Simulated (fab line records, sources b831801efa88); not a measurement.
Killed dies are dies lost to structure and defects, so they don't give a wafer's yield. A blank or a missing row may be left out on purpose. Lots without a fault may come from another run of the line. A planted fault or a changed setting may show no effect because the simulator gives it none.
Which tool did it? | flow sky130 | 15 lots, 45 wafers sampled, at 1 step of a route of 708

WHAT THE GAUGES READ, wafer by wafer
SKY_POLY_GATE_CD_MEAS_22. Usual: cd_nm 150.1 nm, standard deviation 1.8.
lot  | measured     | on        | cd_nm (nm)        | flag
L635 | day 16 17:27 | cd_sem-02 | 148.9 147.4 149.0 |
L639 | day 17 23:01 | cd_sem-01 | 147.7 150.8 152.5 |
L640 | day 18 05:20 | cd_sem-01 | 151.1 152.2 150.0 |
L641 | day 19 09:06 | cd_sem-02 | 150.7 152.1 150.7 |
L642 | day 19 10:22 | cd_sem-02 | 147.9 150.6 147.8 |
L643 | day 19 16:19 | cd_sem-01 | 148.7 149.1 147.5 |
L644 | day 19 21:32 | cd_sem-02 | 148.6 151.1 146.4 |
L645 | day 19 21:48 | cd_sem-01 | 150.3 150.0 151.6 |
L646 | day 20 21:02 | cd_sem-02 | 149.9 149.6 153.1 |
L647 | day 21 01:43 | cd_sem-02 | 148.6 150.2 149.6 |
L654 | day 23 05:53 | cd_sem-02 | 150.5 150.4 151.7 |
L655 | day 23 18:34 | cd_sem-02 | 151.3 150.9 150.4 |
L656 | day 24 01:50 | cd_sem-01 | 149.2 148.1 150.9 |
L657 | day 24 09:00 | cd_sem-01 | 153.2 152.7 152.7 |
L658 | day 24 11:59 | cd_sem-01 | 148.4 150.1 145.3 |

WHICH TOOL RAN EACH LOT (tool, then ch and the chambers of the sampled wafers, then the start)
The record holds no process step before these readings.

WHAT THE TOOLS THEMSELVES READ (means of the sampled wafers that have a number; where no wafer has one, the mark that the record gives instead)
The record holds no such reading with a usual standard deviation.

THE ANSWER, worked out from the rows above alone
Rule: a lot is off if the mean of its wafers that have a number lies more than 3 standard deviations from the usual mean. A lot without any number at a reading at which 4 lots or more have one is off too. The other lots that the step has rows for count as sound. The gauges are gone through in route order, then the tools' own readings, and for those a lot's mean is taken as printed above. The first step at which some lot is off is used, and at that step the reading that is off furthest; a lot without a number counts as furthest.
No lot is off at any reading shown: from this, nothing can be told.

WHAT THE SIMULATOR HAD PUT IN
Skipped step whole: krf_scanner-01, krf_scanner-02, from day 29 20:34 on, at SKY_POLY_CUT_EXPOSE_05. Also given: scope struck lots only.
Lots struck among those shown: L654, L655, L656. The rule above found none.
